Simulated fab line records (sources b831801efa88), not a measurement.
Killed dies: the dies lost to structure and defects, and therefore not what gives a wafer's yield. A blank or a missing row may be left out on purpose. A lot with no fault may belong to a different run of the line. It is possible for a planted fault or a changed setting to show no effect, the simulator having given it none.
Commonality check across tools || flow sky130 || 14 lots, 42 wafers sampled

WHY THIS WAS OPENED
At SKY_SONOS_ONO_THK_MEAS_05 the reading SONOS_ONO_CVD_04_THK is flagged on 3 of 14 lots. Wafers without a fault read 5.73 nm, standard deviation 0.1.
Rule: a lot gets a flag if all its wafers with a number sit over 4 standard deviations from that mean, or if no wafer of it has a number. The other lots count as sound.

{"lot": "L804", "measured": "day 11 18:57", "on": "film metro-03", "SONOS_ONO_CVD_04_THK (nm), wafer by wafer": "5.70 5.73 5.62", "flag": ""}
{"lot": "L805", "measured": "day 12 06:01", "on": "film metro-01", "SONOS_ONO_CVD_04_THK (nm), wafer by wafer": "5.65 5.58 5.57", "flag": ""}
{"lot": "L806", "measured": "day 12 11:25", "on": "film metro-03", "SONOS_ONO_CVD_04_THK (nm), wafer by wafer": "5.65 5.73 5.59", "flag": ""}
{"lot": "L807", "measured": "day 12 14:15", "on": "film metro-01", "SONOS_ONO_CVD_04_THK (nm), wafer by wafer": "5.85 5.91 5.83", "flag": ""}
{"lot": "L808", "measured": "day 13 12:43", "on": "film metro-04", "SONOS_ONO_CVD_04_THK (nm), wafer by wafer": "5.85 5.87 5.87", "flag": ""}
{"lot": "L809", "measured": "day 13 19:53", "on": "film metro-01", "SONOS_ONO_CVD_04_THK (nm), wafer by wafer": "5.72 5.75 5.74", "flag": ""}
{"lot": "L810", "measured": "day 14 02:06", "on": "film metro-03", "SONOS_ONO_CVD_04_THK (nm), wafer by wafer": "5.87 5.93 5.86", "flag": ""}
{"lot": "L811", "measured": "day 14 09:41", "on": "film metro-03", "SONOS_ONO_CVD_04_THK (nm), wafer by wafer": "5.91 5.91 5.86", "flag": ""}
{"lot": "L815", "measured": "day 15 16:55", "on": "film metro-04", "SONOS_ONO_CVD_04_THK (nm), wafer by wafer": "5.75 5.59 5.69", "flag": ""}
{"lot": "L816", "measured": "day 15 22:55", "on": "film metro-01", "SONOS_ONO_CVD_04_THK (nm), wafer by wafer": "5.68 5.66 5.67", "flag": ""}
{"lot": "L817", "measured": "day 16 07:30", "on": "film metro-01", "SONOS_ONO_CVD_04_THK (nm), wafer by wafer": "8.30 8.29 8.36", "flag": "FLAGGED"}
{"lot": "L818", "measured": "day 16 16:54", "on": "film metro-04", "SONOS_ONO_CVD_04_THK (nm), wafer by wafer": "8.28 8.22 8.19", "flag": "FLAGGED"}
{"lot": "L819", "measured": "day 16 21:36", "on": "film metro-01", "SONOS_ONO_CVD_04_THK (nm), wafer by wafer": "8.34 8.35 8.36", "flag": "FLAGGED"}
{"lot": "L826", "measured": "day 19 06:46", "on": "film metro-01", "SONOS_ONO_CVD_04_THK (nm), wafer by wafer": "5.83 5.81 5.66", "flag": ""}
Average over the flagged lots: 8.30 nm; offset from the usual +2.57 nm, equal to +26 standard deviations.

WHICH TOOL RAN EACH LOT
The record keeps 1 process step preceding the reading, out of 708 steps on the route. Every cell lists first the tool, next ch and the chambers used by the sampled wafers, and last the start.
{"lot": "L804", "flag": "", "SKY_SONOS_ONO_CVD_04": "lpcvd-03 ch 1, day 11 17:41"}
{"lot": "L805", "flag": "", "SKY_SONOS_ONO_CVD_04": "lpcvd-03 ch 0, day 12 04:46"}
{"lot": "L806", "flag": "", "SKY_SONOS_ONO_CVD_04": "lpcvd-03 ch 0, day 12 10:10"}
{"lot": "L807", "flag": "", "SKY_SONOS_ONO_CVD_04": "lpcvd-03 ch 1, day 12 12:59"}
{"lot": "L808", "flag": "", "SKY_SONOS_ONO_CVD_04": "lpcvd-03 ch 1, day 13 11:27"}
{"lot": "L809", "flag": "", "SKY_SONOS_ONO_CVD_04": "lpcvd-03 ch 0, day 13 18:37"}
{"lot": "L810", "flag": "", "SKY_SONOS_ONO_CVD_04": "lpcvd-03 ch 1, day 14 00:51"}
{"lot": "L811", "flag": "", "SKY_SONOS_ONO_CVD_04": "lpcvd-03 ch 1, day 14 07:48"}
{"lot": "L815", "flag": "", "SKY_SONOS_ONO_CVD_04": "lpcvd-03 ch 1, day 15 15:40"}
{"lot": "L816", "flag": "", "SKY_SONOS_ONO_CVD_04": "lpcvd-03 ch 0, day 15 21:38"}
{"lot": "L817", "flag": "FLAGGED", "SKY_SONOS_ONO_CVD_04": "lpcvd-03 ch 0, day 16 06:15"}
{"lot": "L818", "flag": "FLAGGED", "SKY_SONOS_ONO_CVD_04": "lpcvd-03 ch 1, day 16 15:39"}
{"lot": "L819", "flag": "FLAGGED", "SKY_SONOS_ONO_CVD_04": "lpcvd-03 ch 0, day 16 20:20"}
{"lot": "L826", "flag": "", "SKY_SONOS_ONO_CVD_04": "lpcvd-03 ch 1, day 19 05:30"}
What these steps do:
- SKY_SONOS_ONO_CVD_04: deposits SiO2 from SiH4/N2O, target thk 5.7199 nm.
- SKY_SONOS_ONO_THK_MEAS_05

FLAGGED AGAINST TOTAL, ONE TOOL AT A TIME (gauges that did the reading follow at the end)
{"step": "SKY_SONOS_ONO_CVD_04", "tool": "lpcvd-03", "lots run": 14, "flagged": 3, "share of the flagged lots": "all", "sound lots run after its first flagged lot": "1 (L826)"}
{"step": "SKY_SONOS_ONO_THK_MEAS_05", "tool": "film metro-01", "lots run": 7, "flagged": 2, "share of the flagged lots": "some", "sound lots run after its first flagged lot": "1 (L826)"}
{"step": "SKY_SONOS_ONO_THK_MEAS_05", "tool": "film metro-03", "lots run": 4, "flagged": 0, "share of the flagged lots": "none", "sound lots run after its first flagged lot": "-"}
{"step": "SKY_SONOS_ONO_THK_MEAS_05", "tool": "film metro-04", "lots run": 3, "flagged": 1, "share of the flagged lots": "some", "sound lots run after its first flagged lot": 0}

WHAT THE TABLE PERMITS
Rows of the table that ran each flagged lot: 1, that is lpcvd-03 at SKY_SONOS_ONO_CVD_04.
- lpcvd-03 at SKY_SONOS_ONO_CVD_04: 3 of its 14 lots flagged. Sound lots followed the first flagged one (L826) on it, something a lasting fault affecting the whole tool could not allow.
There is no row in the table that ran each flagged lot and no sound lot after the first.

WHAT HAD BEEN PUT IN BY THE SIMULATOR
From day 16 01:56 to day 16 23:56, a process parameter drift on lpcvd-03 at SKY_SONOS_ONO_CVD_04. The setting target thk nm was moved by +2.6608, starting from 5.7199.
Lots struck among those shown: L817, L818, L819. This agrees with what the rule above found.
